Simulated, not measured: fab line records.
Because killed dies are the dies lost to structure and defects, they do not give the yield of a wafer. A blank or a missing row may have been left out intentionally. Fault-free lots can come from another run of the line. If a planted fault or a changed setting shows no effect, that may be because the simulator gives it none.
fab line records	flow gf180mcu	part 1 of 2: steps 1 to 31 of 46
[record] lots = 5	wafers = 15	last-day = 33
route steps=602 shown STI@14 DNWELL@32 NWELL@42 LVPWELL@54
lots with no fault: from the same line, run without faults
start-h: hours from the record's opening day to when the first of the lot's shown wafers began	wait-h: hours elapsed since this lot's preceding step	" identical to the entry in the row above	L1.1+2: a single row standing in for several wafers	- value missing, or start not given	* or withheld: withheld	< > ~ a bound
route shown NAME@n: a module of which the file shows steps, and the number in the route of the first	usual: mean and standard deviation over wafers with no fault	same: alike in all rows	chamber/n: place in a boat	sites: the reading at each site	_std_site: their standard deviation	_edge_site: inner sites' mean taken away from outer sites' mean	radius-mm: how far each site lies from the wafer's centre	mask NAME#n: copy n	behind: tool/chamber where the wafer was last shaped	hold: why the lot was held/for how many hours/how that ended	device: names the non-switching transistor (n, p or np)	end of line: tests of these same wafers at the route's end	a step without rows: its recipe alone	killed: dies that structure and defects cost at the first sort, which is not the same as the wafer's yield	map: a wafer's dies, marking killed ones x, the rest . and places with no die _
set.NAME: setting as actually run; set.NAME@STEP: the setting as run at that earlier step	model.NAME: the simulator's own value behind a step, which no gauge read
a table for each step, a row for each wafer; lots at some steps of the route
services: the hour from which a tool's chamber was out of use, counted from the record's first day as start-h (under 0 if before that day), plus the number of hours and why
[[steps]]
[step GF_STI_ETCH_13]
[recipe] chemistry = CHF3/O2	stop-on = Si	over-etch-frac = 0.3	target-depth-a = 2823.1	source-w = 600	bias-w = 200	pressure-mtorr = 40	chf3-flow-sccm = 50	O2_flow_sccm = 5	time-s = 112.9
[usual] drypump-motor-current-A = 5.7/0.41	oes-product-au = 0.853/0.0062	throttle-valve-pct = 8.817/0.01
lot.wafer	tool	chamber	start-h	wait-h	drypump-motor-current-A	oes-product-au	rf-hours-counter-h	throttle-valve-pct
L076.2	rie-diel-01	0	34.83	0.1	5.8	0.854	8	8.817
L076.4	"	0	"	"	5.8	0.855	-	8.821
L076.5	"	2	"	"	5.9	0.851	-	8.810
L080.3	rie-diel-02	2	56.56	0.1	5.1	0.854	124	8.817
L080.4	"	3	"	"	5.7	0.855	11	8.822
L080.5	"	3	"	"	5.7	0.857	-	8.818
L084.1	rie-diel-02	3	76.48	0.1	5.7	0.837	12	8.805
L084.3	"	1	"	"	5.8	0.856	138	8.816
L084.5	"	3	"	"	5.7	0.860	-	8.827
L087.4	rie-diel-02	2	91.53	0.0	5.1	0.839	125	8.809
L087.5	"	1	"	"	5.8	0.847	-	8.806
L087.6	"	0	"	"	6.4	0.842	-	8.816
L094.3	rie-diel-02	2	127.58	0.1	5.1	0.856	126	8.792
L094.4	"	1	"	"	5.8	0.862	140	8.824
L094.5	"	0	"	"	6.4	0.849	-	8.800
[step GF_STI_ETCH_14]
[recipe] target = Si	chemistry = HBr/Cl2/O2	target-depth-nm = 360	icp-w = 600	bias-w = 150	pressure-mtorr = 15	HBr_flow_sccm = 150	Cl2_flow_sccm = 40	O2_flow_sccm = 6	time-s = 102.9
[usual] drypump-motor-current-A = 6.0/0.46	oes-product-au = 0.992/0.016	throttle-valve-pct = 25.661/0.014
lot.wafer	tool	chamber	start-h	wait-h	drypump-motor-current-A	oes-product-au	rf-hours-counter-h	throttle-valve-pct
L076.2	rie-si-01	1	34.91	0.0	5.2	1.010	67	25.653
L076.4	"	3	"	"	6.7	0.982	97	25.677
L076.5	"	0	"	"	6.5	0.981	-	25.673
L080.3	rie-si-02	1	56.64	0.0	5.8	0.987	19	25.671
L080.4	"	2	"	"	5.7	0.972	64	25.677
L080.5	"	2	"	"	5.7	0.978	-	25.665
L084.1	rie-si-01	1	76.56	0.0	5.2	1.018	67	25.655
L084.3	"	0	"	"	6.5	0.984	47	25.655
L084.5	"	3	"	"	6.7	1.009	-	25.660
L087.4	rie-si-02	2	91.61	0.0	5.7	0.994	65	25.677
L087.5	"	0	"	"	5.5	0.968	-	25.696
L087.6	"	3	"	"	6.1	1.002	-	25.653
L094.3	rie-si-02	2	127.66	0.0	5.7	0.991	65	25.658
L094.4	"	3	"	"	6.1	1.011	3	25.645
L094.5	"	1	"	"	5.8	0.988	-	25.658
[step GF_STI_STRIP_15]
[recipe] chemistry = O2/N2	power-w = 1400	pressure-mtorr = 1500	platen-temp-c = 250	o2-flow-sccm = 3000	n2-flow-sccm = 300	overash-fraction = 0.5
[usual] drypump-motor-current-A = 5.5/0.63	heater-power-w = 301/22	oes-product-au = 0.384/0.005	strip-time-to-endpoint-s = 3.73/0.062
lot.wafer	tool	chamber	start-h	wait-h	drypump-motor-current-A	heater-power-w	oes-product-au	rf-hours-counter-h	strip-time-to-endpoint-s
L076.2	plasma-asher-04	0	34.99	0.0	4.7	314	0.378	38	3.67
L076.4	"	0	"	"	4.7	313	0.391	-	3.74
L076.5	"	0	"	"	4.7	306	0.384	-	3.74
L080.3	plasma-asher-01	0	56.74	0.1	6.3	321	0.383	-	3.78
L080.4	"	1	"	"	4.9	309	0.384	-	3.72
L080.5	"	1	"	"	4.9	311	0.387	-	3.70
L084.1	plasma-asher-01	1	76.63	0.0	4.9	305	0.377	43	3.64
L084.3	"	1	"	"	4.9	308	0.380	-	3.69
L084.5	"	0	"	"	6.4	318	0.378	-	3.67
L087.4	plasma-asher-01	1	91.72	0.1	4.9	308	0.391	-	3.80
L087.5	"	0	"	"	6.4	315	0.380	-	3.76
L087.6	"	1	"	"	4.9	311	0.374	-	3.70
L094.3	plasma-asher-03	1	127.77	0.1	5.8	316	0.387	-	3.82
L094.4	"	0	"	"	6.1	294	0.385	-	3.68
L094.5	"	1	"	"	5.7	311	0.384	-	3.67
[step GF_STI_CLEAN_16]
[recipe] chemistry = dHF	time-s = 25	dilution = 100:1
lot.wafer	tool	chamber	start-h	wait-h
L076.2+4+5	wet-bench-01	2	35.09	0.1
L080.3+4+5	wet-bench-01	3	56.81	0.0
L084.1+3+5	wet-bench-04	2	76.73	0.1
L087.4+5+6	wet-bench-04	2	91.79	0.0
L094.3+4+5	wet-bench-04	1	127.84	0.0
[step GF_STI_WET_ETCH_17]
[recipe] chemistry = H3PO4	target-depth-nm = 45	temp-c = 160	target = Si3N4	time-s = 514
lot.wafer	tool	chamber	start-h	wait-h
L076.2+4+5	wet-bench-02	1	35.10	0.0
L080.3+4+5	wet-bench-02	1	56.82	0.0
L084.1+3+5	wet-bench-02	2	76.75	0.0
L087.4+5+6	wet-bench-01	1	91.80	0.0
L094.3+4+5	wet-bench-02	0	127.85	0.0
[step GF_STI_CLEAN_18]
[recipe] chemistry = SC1/SC2	mix = 1:4:20	temp-c = 70	time-s = 150
lot.wafer	tool	chamber	start-h	wait-h
L076.2+4+5	wet-bench-04	2	35.27	0.0
L080.3+4+5	wet-bench-04	2	56.99	0.0
L084.1+3+5	wet-bench-01	0	76.90	0.0
L087.4+5+6	wet-bench-04	0	91.95	0.0
L094.3+4+5	wet-bench-01	2	128.00	0.0
[step GF_STI_CLEAN_19]
[recipe] chemistry = dHF	time-s = 20	dilution = 100:1
lot.wafer	tool	chamber	start-h	wait-h
L076.2+4+5	wet-bench-01	3	35.32	0.0
L080.3+4+5	wet-bench-01	0	57.04	0.0
L084.1+3+5	wet-bench-04	2	76.96	0.0
L087.4+5+6	wet-bench-01	3	92.00	0.0
L094.3+4+5	wet-bench-04	0	128.05	0.0
[step GF_STI_WET_ETCH_20]
[recipe] chemistry = dHF	dilution = 100:1	target-depth-nm = 20	temp-c = 25	dry = ipa-marangoni	target = SiO2	time-s = 400
lot.wafer	tool	chamber	start-h	wait-h
L076.2+4+5	wet-bench-02	0	35.33	0.0
L080.3+4+5	wet-bench-02	1	57.06	0.0
L084.1+3+5	wet-bench-02	3	76.97	0.0
L087.4+5+6	wet-bench-04	0	92.02	0.0
L094.3+4+5	wet-bench-02	0	128.07	0.0
[step GF_STI_OXIDATION_21]
[recipe] temp-c = 1000	ambient = O2	stabilise-s = 600	purge-s = 300	target-thk-a = 150	ox-time-s = 458
[usual] ox-temp-c = 1000.0/0.43	spike-tc-lower-C = 999.6/1.1	tube-center-temp-C = 1000/0.086	zone-power-centre-pct = 23.7/1.4
lot.wafer	tool	chamber	start-h	wait-h	ox-temp-c	spike-tc-lower-C	tube-center-temp-C	zone-power-centre-pct
L076.2	furnace-01	0	35.69	0.2	1000.2	999.6	1000.1	22.7
L076.4	"	0	"	"	999.8	999.0	999.91	22.6
L076.5	"	0	"	"	999.7	1001.0	999.94	22.9
L080.3	furnace-02	0	57.59	0.4	999.9	1000.1	999.95	25.8
L080.4	"	0	"	"	999.2	1000.8	1000	25.6
L080.5	"	0	"	"	999.1	1001.5	999.95	26.0
L084.1	furnace-01	0	79.14	2.0	1000.1	999.8	999.96	22.7
L084.3	"	0	"	"	1000.2	1000.5	999.97	22.6
L084.5	"	0	"	"	999.9	999.5	1000	22.8
L087.4	furnace-01	0	92.14	0.0	998.9	998.4	1000	23.0
L087.5	"	0	"	"	999.5	999.8	1000.1	22.5
L087.6	"	0	"	"	999.4	998.9	1000.1	22.6
L094.3	furnace-01	0	128.19	0.0	1000.0	1000.6	999.78	22.6
L094.4	"	0	"	"	999.9	999.9	1000	22.7
L094.5	"	0	"	"	999.6	998.8	1000.1	22.9
[step GF_STI_THK_MEAS_22]
[recipe] reads = SiO2_of_STI_OXIDATION_21
[usual] STI_OXIDATION_01_THK = 15.01/0.28
lot.wafer	tool	chamber	start-h	wait-h	STI_OXIDATION_01_THK[nm]
L076.2	film-metro-03	-	36.83	0.0	14.88
L076.4	"	-	"	"	14.78
L076.5	"	-	"	"	14.89
L080.3	film-metro-03	-	58.74	0.0	15.56
L080.4	"	-	"	"	15.69
L080.5	"	-	"	"	15.29
L084.1	film-metro-01	-	80.26	0.0	15.23
L084.3	"	-	"	"	15.26
L084.5	"	-	"	"	15.07
L087.4	film-metro-01	-	93.29	0.0	15.34
L087.5	"	-	"	"	15.28
L087.6	"	-	"	"	15.40
L094.3	film-metro-03	-	129.34	0.0	15.21
L094.4	"	-	"	"	15.34
L094.5	"	-	"	"	15.27
[step GF_STI_CVD_23]
[recipe] material = SiO2	target-thk-nm = 650	sigma-open-frac = 0.3	time-s = 108.3	temp-c = 600	sih4-flow-sccm = 60	pressure-mtorr = 6
lot.wafer	tool	chamber	start-h	wait-h
L076.2+4+5	hdpcvd-01	2,1,2	36.88	0.0
L080.3+4+5	hdpcvd-02	1,1,0	58.78	0.0
L084.1+3+5	hdpcvd-02	2,0,0	80.32	0.1
L087.4+5+6	hdpcvd-02	2,0,1	93.36	0.1
L094.3+4+5	hdpcvd-01	2,0,1	129.38	0.0
[step GF_STI_THK_MEAS_24]
[recipe] reads = SiO2_of_STI_CVD_23
[usual] STI_CVD_23_THK = 653/8.8
lot.wafer	tool	chamber	start-h	wait-h	STI_CVD_23_THK[nm]
L076.2	film-metro-01	-	36.97	0.0	655
L076.4	"	-	"	"	650
L076.5	"	-	"	"	655
L080.3	film-metro-01	-	58.88	0.1	659
L080.4	"	-	"	"	660
L080.5	"	-	"	"	660
L084.1	film-metro-03	-	80.40	0.0	647
L084.3	"	-	"	"	655
L084.5	"	-	"	"	660
L087.4	film-metro-02	-	93.43	0.0	645
L087.5	"	-	"	"	651
L087.6	"	-	"	"	645
L094.3	film-metro-02	-	129.47	0.1	673
L094.4	"	-	"	"	652
L094.5	"	-	"	"	652
[step GF_STI_CMP_25]
[recipe] stop-on = Si3N4	t-overpolish-s = 33	down-force-psi = 4	platen-rpm = 60	target-thk-nm = 524.6	pad-velocity-m-s = 0.94248
[usual] motor-current-A = 11.9/0.81	overpolish-run-s = 33.000/0.0091	retaining-ring-pressure-frac = 0.999/0.0051	time-to-endpoint-s = 122/5.5
lot.wafer	tool	chamber	start-h	wait-h	motor-current-A	overpolish-run-s	retaining-ring-pressure-frac	time-to-endpoint-s
L076.2	cmp-01	2	37.02	0.0	10.9	33.000	0.993	121
L076.4	"	1	"	"	11.5	33.003	1.002	112
L076.5	"	2	"	"	11.4	32.998	0.995	121
L080.4	cmp-01	2	58.92	0.0	11.1	32.999	0.997	120
L080.3	"	0	"	"	12.2	32.997	0.996	129
L080.5	"	3	"	"	12.8	33.002	1.012	127
L084.3	cmp-01	3	80.56	0.1	12.9	33.008	1.001	130
L084.1	"	0	"	"	12.3	32.996	1.004	123
L084.5	"	1	"	"	11.9	33.000	0.996	118
L087.4	cmp-02	3	93.61	0.2	10.6	33.007	1.002	110
L087.6	"	0	"	"	11.7	32.995	1.000	128
L087.5	"	1	"	"	12.6	33.007	0.996	123
L094.4	cmp-02	3	129.56	0.1	10.8	32.997	0.994	113
L094.3	"	1	"	"	12.4	33.002	0.992	126
L094.5	"	3	"	"	10.5	33.013	1.001	110
[step GF_STI_WET_ETCH_26]
[recipe] chemistry = dHF	target-depth-nm = 94	target = SiO2	temp-c = 25	dilution = 10:1	time-s = 188
lot.wafer	tool	chamber	start-h	wait-h
L076.2+4+5	wet-bench-01	3	37.32	0.2
L080.3+4+5	wet-bench-02	3	59.22	0.1
L084.1+3+5	wet-bench-01	0	80.76	0.1
L087.4+5+6	wet-bench-02	3	93.76	0.1
L094.3+4+5	wet-bench-01	2	129.81	0.1
[step GF_STI_WET_ETCH_27]
[recipe] chemistry = H3PO4	target-depth-nm = 160	target = Si3N4	temp-c = 160	time-s = 1825
lot.wafer	tool	chamber	start-h	wait-h
L076.2+4+5	wet-bench-02	0	37.38	0.0
L080.3+4+5	wet-bench-04	0	59.28	0.0
L084.1+3+5	wet-bench-04	3	80.83	0.0
L087.4+5+6	wet-bench-01	1	93.82	0.0
L094.3+4+5	wet-bench-04	2	129.87	0.0
[step GF_STI_WET_ETCH_28]
[recipe] chemistry = dHF	target-depth-nm = 20	dry = ipa-marangoni	target = SiO2	temp-c = 25	dilution = 10:1	time-s = 40
lot.wafer	tool	chamber	start-h	wait-h
L076.2+4+5	wet-bench-01	1	37.94	0.0
L080.3+4+5	wet-bench-01	2	59.89	0.0
L084.1+3+5	wet-bench-01	2	81.34	0.0
L087.4+5+6	wet-bench-02	1	94.34	0.0
L094.3+4+5	wet-bench-01	1	130.44	0.0
[step GF_STI_OXIDATION_29]
[recipe] temp-c = 900	ambient = O2	stabilise-s = 600	purge-s = 300	target-thk-a = 100	ox-time-s = 1418
[usual] ox-temp-c = 899.9/0.45	spike-tc-lower-C = 899.6/1.1	tube-center-temp-C = 900/0.091	zone-power-centre-pct = 19.1/1.2
lot.wafer	tool	chamber	start-h	wait-h	ox-temp-c	spike-tc-lower-C	tube-center-temp-C	zone-power-centre-pct
L076.2	furnace-02	0	37.96	0.0	900.6	898.5	900.02	20.4
L076.4	"	0	"	"	899.9	899.4	900.13	20.6
L076.5	"	0	"	"	900.8	902.3	899.92	20.5
L080.3	furnace-02	0	59.91	0.0	900.3	900.2	900.13	20.2
L080.4	"	0	"	"	900.0	899.0	899.74	20.3
L080.5	"	0	"	"	899.6	900.9	900.13	20.1
L084.1	furnace-01	0	81.36	0.0	900.4	898.7	899.97	17.8
L084.3	"	0	"	"	900.4	901.4	899.93	17.6
L084.5	"	0	"	"	900.5	899.5	900.02	18.4
L087.4	furnace-01	0	94.36	0.0	899.4	899.1	900.06	17.9
L087.5	"	0	"	"	898.8	900.9	900.17	18.0
L087.6	"	0	"	"	898.9	898.8	900	17.8
L094.3	furnace-01	0	130.46	0.0	900.1	898.6	900.05	17.9
L094.4	"	0	"	"	899.5	899.8	899.86	18.0
L094.5	"	0	"	"	900.8	898.2	899.95	18.0
[step GF_STI_THK_MEAS_30]
[recipe] reads = SiO2_of_STI_OXIDATION_29
[usual] STI_OXIDATION_02_THK = 10.02/0.17
lot.wafer	tool	chamber	start-h	wait-h	STI_OXIDATION_02_THK[nm]
L076.2	film-metro-01	-	39.36	0.0	10.08
L076.4	"	-	"	"	10.28
L076.5	"	-	"	"	10.03
L080.3	film-metro-01	-	61.32	0.0	10.01
L080.4	"	-	"	"	9.96
L080.5	"	-	"	"	9.86
L084.1	film-metro-02	-	82.76	0.0	10.11
L084.3	"	-	"	"	10.32
L084.5	"	-	"	"	10.24
L087.4	film-metro-02	-	95.78	0.0	10.14
L087.5	"	-	"	"	10.22
L087.6	"	-	"	"	10.19
L094.3	film-metro-03	-	131.87	0.0	9.88
L094.4	"	-	"	"	9.99
L094.5	"	-	"	"	9.93
[step GF_DNWELL_DEHYDRATE_00]
[recipe] temp-c = 200	time-s = 60
lot.wafer	tool	chamber	start-h	wait-h
L076.2+4+5	litho-track-01	0	44.81	5.4
L080.3+4+5	litho-track-03	0	67.08	5.7
L084.1+3+5	litho-track-01	0	88.49	5.7
L087.4+5+6	litho-track-01	0	101.96	6.2
L094.3+4+5	litho-track-01	0	139.13	7.3
[step GF_DNWELL_HMDS_01]
[recipe] prime-time-s = 60	prime-temp-c = 120
lot.wafer	tool	chamber	start-h	wait-h
L076.2+4+5	litho-track-01	0	44.96	0.1
L080.3+4+5	litho-track-03	0	67.23	0.1
L084.1+3+5	litho-track-01	0	88.64	0.1
L087.4+5+6	litho-track-01	0	102.11	0.1
L094.3+4+5	litho-track-01	0	139.28	0.1
[step GF_DNWELL_COAT_02]
[recipe] spin-rpm = 2000	resist-thk-nm = 3000
lot.wafer	tool	chamber	start-h	wait-h
L076.2+4+5	litho-track-01	0	45.11	0.1
L080.3+4+5	litho-track-03	0	67.38	0.1
L084.1+3+5	litho-track-01	0	88.79	0.1
L087.4+5+6	litho-track-01	0	102.26	0.1
L094.3+4+5	litho-track-01	0	139.43	0.1
[step GF_DNWELL_SOFTBAKE_03]
[recipe] temp-c = 110	time-s = withheld
lot.wafer	tool	chamber	start-h	wait-h
L076.2+4+5	litho-track-01	0	45.27	0.1
L080.3+4+5	litho-track-03	0	67.54	0.1
L084.1+3+5	litho-track-01	0	88.94	0.1
L087.4+5+6	litho-track-01	0	102.43	0.1
L094.3+4+5	litho-track-01	0	139.60	0.1
[step GF_DNWELL_EXPOSE_04]
[recipe] mask-id = DNWELL	target-cd-nm = 1700	na = 0.6	source-shape = conventional	sigma-outer = 0.6	dose-mj = 260
lot.wafer	tool	chamber	start-h	wait-h	mask
L076.2+4+5	iline-stepper-02	0	-	-	DNWELL#0
L080.3+4+5	iline-stepper-02	0	-	-	DNWELL#0
L084.1+3+5	iline-stepper-01	0	-	-	DNWELL#0
L087.4+5+6	iline-stepper-02	0	-	-	DNWELL#0
L094.3+4+5	iline-stepper-01	0	-	-	DNWELL#0
[step GF_DNWELL_PEB_05]
[recipe] temp-c = 115	time-s = withheld
lot.wafer	tool	chamber	start-h	wait-h
L076.2+4+5	litho-track-03	0	-	-
L080.3+4+5	litho-track-04	0	-	-
L084.1+3+5	litho-track-03	0	-	-
L087.4+5+6	litho-track-01	0	-	-
L094.3+4+5	litho-track-04	0	-	-
[step GF_DNWELL_DEVELOP_06]
[recipe] wall-angle-deg = 90	develop-time-s = 60	dev-temp-c = 23
lot.wafer	tool	chamber	start-h	wait-h
L076.2+4+5	litho-track-03	0	-	-
L080.3+4+5	litho-track-04	0	-	-
L084.1+3+5	litho-track-03	0	-	-
L087.4+5+6	litho-track-01	0	-	-
L094.3+4+5	litho-track-04	0	-	-
[step GF_DNWELL_IMPLANT_07]
[recipe] species = P	energy-kev = 1500	dose-cm2 = 1e+13	tilt-deg = 0
lot.wafer	tool	chamber	start-h	wait-h
L076.2+4+5	implanter-01	0	52.05	-
L080.3+4+5	implanter-04	0	73.91	-
L084.1+3+5	implanter-03	0	95.83	-
L087.4+5+6	implanter-01	0	109.76	-
L094.3+4+5	implanter-04	0	147.56	-
[step GF_DNWELL_STRIP_08]
[recipe] chemistry = O2/N2	power-w = 1400	pressure-mtorr = 1500	platen-temp-c = 250	o2-flow-sccm = 3000	n2-flow-sccm = 300	overash-fraction = 0.5
[usual] drypump-motor-current-A = 5.4/0.77	heater-power-w = 288/25	oes-product-au = 0.722/0.0048	strip-time-to-endpoint-s = 36.94/0.075
lot.wafer	tool	chamber	start-h	wait-h	drypump-motor-current-A	heater-power-w	oes-product-au	rf-hours-counter-h	strip-time-to-endpoint-s
L076.2	plasma-asher-04	1	52.18	0.1	5.2	262	0.725	40	36.96
L076.4	"	1	"	"	5.1	261	0.727	-	36.92
L076.5	"	1	"	"	5.1	256	0.731	-	36.91
L080.3	plasma-asher-02	1	74.04	0.1	6.6	262	0.728	-	36.97
L080.4	"	0	"	"	4.8	295	0.725	-	37.04
L080.5	"	0	"	"	4.8	299	0.720	-	36.91
L084.1	plasma-asher-04	1	95.98	0.1	5.1	255	0.711	44	37.11
L084.3	"	1	"	"	5.1	260	0.732	-	37.07
L084.5	"	1	"	"	5.1	256	0.726	-	37.06
L087.4	plasma-asher-01	0	109.87	0.1	6.4	323	0.715	-	36.98
L087.5	"	1	"	"	4.9	309	0.724	-	36.91
L087.6	"	0	"	"	6.3	322	0.725	-	36.96
L094.3	plasma-asher-04	1	147.69	0.1	5.1	255	0.725	-	36.88
L094.4	"	0	"	"	4.7	315	0.726	-	36.81
L094.5	"	1	"	"	5.1	259	0.724	-	36.87
[step GF_DNWELL_TW_MEAS_09]
[usual] DNWELL_TW = 1348/15
lot.wafer	tool	chamber	start-h	wait-h	DNWELL_TW
L076.2	film-metro-01	-	52.29	0.1	1369
L076.4	"	-	"	"	1374
L076.5	"	-	"	"	1359
L080.3	film-metro-04	-	74.13	0.1	1350
L080.4	"	-	"	"	1347
L080.5	"	-	"	"	1353
L084.1	film-metro-02	-	96.08	0.1	1327
L084.3	"	-	"	"	1332
L084.5	"	-	"	"	1332
L087.4	film-metro-01	-	109.96	0.1	1366
L087.5	"	-	"	"	1372
L087.6	"	-	"	"	1356
L094.3	film-metro-02	-	147.78	0.1	1340
L094.4	"	-	"	"	1342
L094.5	"	-	"	"	1339
[step GF_NWELL_DEHYDRATE_00]
[recipe] temp-c = 200	time-s = 60
lot.wafer	tool	chamber	start-h	wait-h
L076.2+4+5	litho-track-03	0	57.65	5.4
L080.3+4+5	litho-track-03	0	80.78	6.6
L084.1+3+5	litho-track-04	0	102.16	6.1
L087.4+5+6	litho-track-02	0	116.24	6.3
L094.3+4+5	litho-track-02	0	155.26	7.5
[step GF_NWELL_HMDS_01]
[recipe] prime-time-s = 60	prime-temp-c = 120
lot.wafer	tool	chamber	start-h	wait-h
L076.2+4+5	litho-track-03	0	57.80	0.1
L080.3+4+5	litho-track-03	0	80.93	0.1
L084.1+3+5	litho-track-04	0	102.31	0.1
L087.4+5+6	litho-track-02	0	116.39	0.1
L094.3+4+5	litho-track-02	0	155.41	0.1
[step GF_NWELL_COAT_02]
[recipe] spin-rpm = 2000	resist-thk-nm = 3021
lot.wafer	tool	chamber	start-h	wait-h
L076.2+4+5	litho-track-03	0	57.95	0.1
L080.3+4+5	litho-track-03	0	81.08	0.1
L084.1+3+5	litho-track-04	0	102.46	0.1
L087.4+5+6	litho-track-02	0	116.54	0.1
L094.3+4+5	litho-track-02	0	155.56	0.1
